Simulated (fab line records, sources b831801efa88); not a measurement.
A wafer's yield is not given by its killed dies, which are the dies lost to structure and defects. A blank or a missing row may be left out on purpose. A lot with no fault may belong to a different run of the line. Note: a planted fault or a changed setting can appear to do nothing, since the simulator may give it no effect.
Comparing a struck lot with a sound one ; flow gf180mcu ; 25 steps out of a route of 602
Sound: these wafers, L233.2, L233.5, L233.6. Wafers struck: L225.1, L225.3, L225.5. At the end, the cause is stated.
For every step that has rows: the tool of each side, followed by ch and its chambers, followed by its first start. Under that, the readings that differ: sound wafers ; struck wafers ; difference of the means ; sigmas: that difference in standard deviations of wafers without a fault.
alike: readings whose means differ by less than 2 such deviations, and words and numbers that are the same on both sides. not compared: withheld readings, readings that some wafer has no value for, bounds like >300 that may hide the same value, and numbers for which the record gives no deviation and whose values overlap.
Wherever a step has rows on one side only, a row that says differs or no value, or a row with sigmas, the two part there. Numbers that don't overlap but have no deviation are shown without sigmas and don't part them. A reading missing from all wafers of one side parts the sides only when that side holds two or more wafers.

first, 1 step without rows for these wafers: GF_V4_CVD_23 (deposits W, target thk 350 nm, time 104.9 s).
GF_V4_RS_MEAS_24: measurement is done with a four-point probe.
  struck on film-metro-04, day 27 10:27; sound on film-metro-03, day 29 21:54
  alike: V4_W_RS
GF_V4_THK_MEAS_25: measures by xrf.
  struck on film-metro-04, day 27 10:34; sound on film-metro-03, day 29 22:01
  alike: V4_W_THK
then, 2 steps without rows for these wafers: GF_V4_CMP_26 (polishes, stops on SiO2, t overpolish 15 s, target thk 0 nm); GF_MIM_SPUTTER_00 (material Ti, target thk 37.5 nm, time 150 s).
GF_MIM_SPUTTER_01: material TiN, target thk 30 nm, time 25 s.
  struck on pvd-sputter-03, day 27 11:02; sound on pvd-sputter-04, day 29 22:28
reading;sound;struck;difference;sigmas
cathode-dc-power-W (W);6498.3 6497.1 6497.9;6500.8 6500.9 6499.0;+2.5;+2
  alike: chamber-pressure-pa, throttle-valve-pct
then, 2 steps without rows for these wafers: GF_MIM_SPUTTER_02 (material AlCu, target thk 450 nm, time 23.9 s); GF_MIM_SPUTTER_03 (material Ti, target thk 10 nm, time 6.7 s).
GF_MIM_SPUTTER_04: material TiN, target thk 50 nm, time 41.7 s.
  struck on pvd-sputter-03, day 27 11:07; sound on pvd-sputter-04, day 29 22:33
  alike: cathode-dc-power-W, chamber-pressure-pa, throttle-valve-pct
GF_MIM_CVD_05: deposits Si3N4, target thk 42 nm, time 29.086 s.
  sound on pecvd-01 ch 0,1,2, day 29 22:35; struck on pecvd-03 ch 0,2, day 27 11:09
  alike: heater-power-w
GF_MIM_THK_MEAS_06:
  struck on film-metro-02, day 27 11:11; sound on film-metro-01, day 29 22:38
  alike: MIM_CVD_05_THK
GF_MIM_SPUTTER_07: material TiN, target thk 60 nm, time 50 s.
  struck on pvd-sputter-01, day 27 11:14; sound on pvd-sputter-03, day 29 22:41
  alike: cathode-dc-power-W, chamber-pressure-pa, throttle-valve-pct
GF_MIM_SPUTTER_08: material AlCu, target thk 200 nm, time 10.6 s.
  struck on pvd-sputter-01, day 27 11:17; sound on pvd-sputter-03, day 29 22:44
  no value came back on the struck wafers for cathode-dc-power-W (W), chamber-pressure-pa (Pa), throttle-valve-pct (%); on the sound wafers cathode-dc-power-W (W) reads 10600 10601 10600
GF_MIM_SPUTTER_09: material TiN, target thk 35 nm, time 29.2 s.
  struck on pvd-sputter-01, day 27 11:19; sound on pvd-sputter-03, day 29 22:45
  alike: cathode-dc-power-W, chamber-pressure-pa, throttle-valve-pct
GF_MIM_RS_MEAS_10: measurement is done with a four-point probe.
  struck on film-metro-01, day 27 11:20; sound on film-metro-02, day 29 22:48
reading;sound;struck;difference;sigmas
MIM_ALCU_RS (ohm/sq);0.1572 0.1542 0.1569;9.2437 9.3521 9.3381;+9.1552;+99 or more
GF_MIM_THK_MEAS_11: measures by xrf.
  struck on film-metro-01, day 27 11:28; sound on film-metro-02, day 29 22:55
reading;sound;struck;difference;sigmas
MIM_ALCU_THK (nm);207.3 212.8 208.7;<0.4 <0.4 <0.4;differs;
then, 7 steps without rows for these wafers: GF_MIM_DEHYDRATE_12 (time 60 s); GF_MIM_HMDS_13 (prime time 60 s); GF_MIM_COAT_14 (resist thk 1000 nm); GF_MIM_SOFTBAKE_15 (time 60 s); GF_MIM_EXPOSE_16 (exposes mask FuseTop, target cd 2000 nm); GF_MIM_PEB_17; GF_MIM_DEVELOP_18 (develop time 60 s).
GF_MIM_METAL_ETCH_19: etches the open film in Cl2/BCl3, stops on Si3N4, target depth 324.5 nm, time 54.1 s.
  sound on rie-metal-04 ch 0,1, day 30 16:46; struck on rie-metal-01 ch 1, day 28 06:46
reading;sound;struck;difference;sigmas
drypump-motor-current-A (A);5.8 5.7 5.8;5.0 5.0 5.0;-0.8;-2
oes-product-au (a.u.);0.948 0.942 0.935;0.993 0.989 0.999;+0.052;+9
throttle-valve-pct (%);28.279 28.267 28.280;28.227 28.235 28.227;-0.046;-5
  not compared: rf-hours-counter-h
then, 1 step without rows for these wafers: GF_MIM_STRIP_20 (strips in O2/N2).

== WHERE THEY PART ==
Earliest at GF_MIM_SPUTTER_01; latest, in this record, at GF_MIM_METAL_ETCH_19.

WHY: the cause the simulator had injected
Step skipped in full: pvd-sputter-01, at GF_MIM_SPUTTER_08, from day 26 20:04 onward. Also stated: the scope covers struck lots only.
